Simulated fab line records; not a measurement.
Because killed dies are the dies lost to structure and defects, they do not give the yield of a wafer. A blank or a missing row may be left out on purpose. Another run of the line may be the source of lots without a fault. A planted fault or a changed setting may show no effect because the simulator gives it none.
One fault through the eyes of 2 desks | flow sky130 | each desk holds nothing but its own numbers, with what lay behind them at the end

## AT THE TOOL OWNER'S DESK: furnace-02
SKY_PAD_OPEN_ANNEAL_12, tool's own readings: per-lot mean of the sampled wafers with a number, covering each lot this tool ran. If a lot's mean is further than 4 standard deviations from the usual mean, the lot is out of limits and carries the mark OUT (the distance appears in the brackets).
Columns: A = ramp-down-c-per-min at SKY_PAD_OPEN_ANNEAL_12, usual 4.0001; B = spike-tc-bottom-C at SKY_PAD_OPEN_ANNEAL_12, usual 422 C; C = spike-tc-centre-C at SKY_PAD_OPEN_ANNEAL_12, usual 401.4 C; D = spike-tc-lower-C at SKY_PAD_OPEN_ANNEAL_12, usual 400.5 C; E = spike-tc-top-C at SKY_PAD_OPEN_ANNEAL_12, usual 430 C; F = spike-tc-upper-C at SKY_PAD_OPEN_ANNEAL_12, usual 399.8 C; G = zone-power-top-pct at SKY_PAD_OPEN_ANNEAL_12, usual 10.86 %
lot  | first seen here | A      | B             | C               | D               | E             | F               | G
L566 | day 47 01:01    | 3.9998 | 419           | 402.6           | 399.5           | 426           | 399.6           | 10.66
L569 | day 47 01:01    | 4.0002 | 419           | 402.9           | 400.3           | 427           | 400.3           | 10.69
L571 | day 47 05:45    | 3.9999 | 419           | 401.9           | 399.7           | 426           | 399.9           | 10.64
L572 | day 47 09:26    | 4.0002 | 419           | 401.4           | 399.5           | 428           | 399.7           | 10.71
L579 | day 49 21:34    | 4.0003 | 374 (-13) OUT | 357.8 (-23) OUT | 355.5 (-45) OUT | 384 (-12) OUT | 354.4 (-45) OUT | 9.25 (-7.3) OUT
L581 | day 50 04:19    | 4.0005 | 373 (-13) OUT | 356.5 (-24) OUT | 355.1 (-45) OUT | 384 (-12) OUT | 353.6 (-46) OUT | 9.29 (-7.2) OUT
Finding of this desk: L579, L581 out of limits; the first was L579 at day 49 21:34, on spike-tc-bottom-C at SKY_PAD_OPEN_ANNEAL_12. L566, L569, L571, L572: within limits.

## AT THE METROLOGY DESK
What the gauges read, lot by lot, whatever tool the lot ran on: means of the sampled wafers that have a number. If a lot's mean is further than 4 standard deviations from the usual mean, the lot is out of limits and carries the mark OUT (the distance appears in the brackets).
Columns: A = PASSIVATION_CVD_02_THK at SKY_PASSIVATION_THK_MEAS_03, usual 543 nm
lot  | first seen here | A
L569 | day 45 05:09    | 534
L566 | day 45 05:32    | 546
L568 | day 45 07:14    | 540
L570 | day 45 08:50    | 546
L571 | day 45 09:07    | 538
L572 | day 45 15:02    | 539
L579 | day 48 08:22    | 538
L581 | day 48 16:56    | 546
L584 | day 48 18:43    | 544
L585 | day 48 23:32    | 540
L587 | day 49 15:44    | 548
This desk found nothing out of limits on any of the 11 lots.

## PUT TOGETHER
An alarm could have come from the tool owner's desk at day 49 21:34, on L579, L581.
The metrology desk saw nothing out of limits.
The metrology desk holds a record of L579, L581, inside its limits.
On furnace-02, each named lot ran SKY_PAD_OPEN_ANNEAL_12.

## WHAT THE SIMULATOR PUT IN
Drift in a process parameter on furnace-02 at SKY_PAD_OPEN_ANNEAL_12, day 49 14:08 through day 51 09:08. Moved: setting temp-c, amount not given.
Struck lots among those shown: L579, L581.
Time in hours from fault onset to the first out-of-limits reading at each desk: the tool owner's desk, 7.
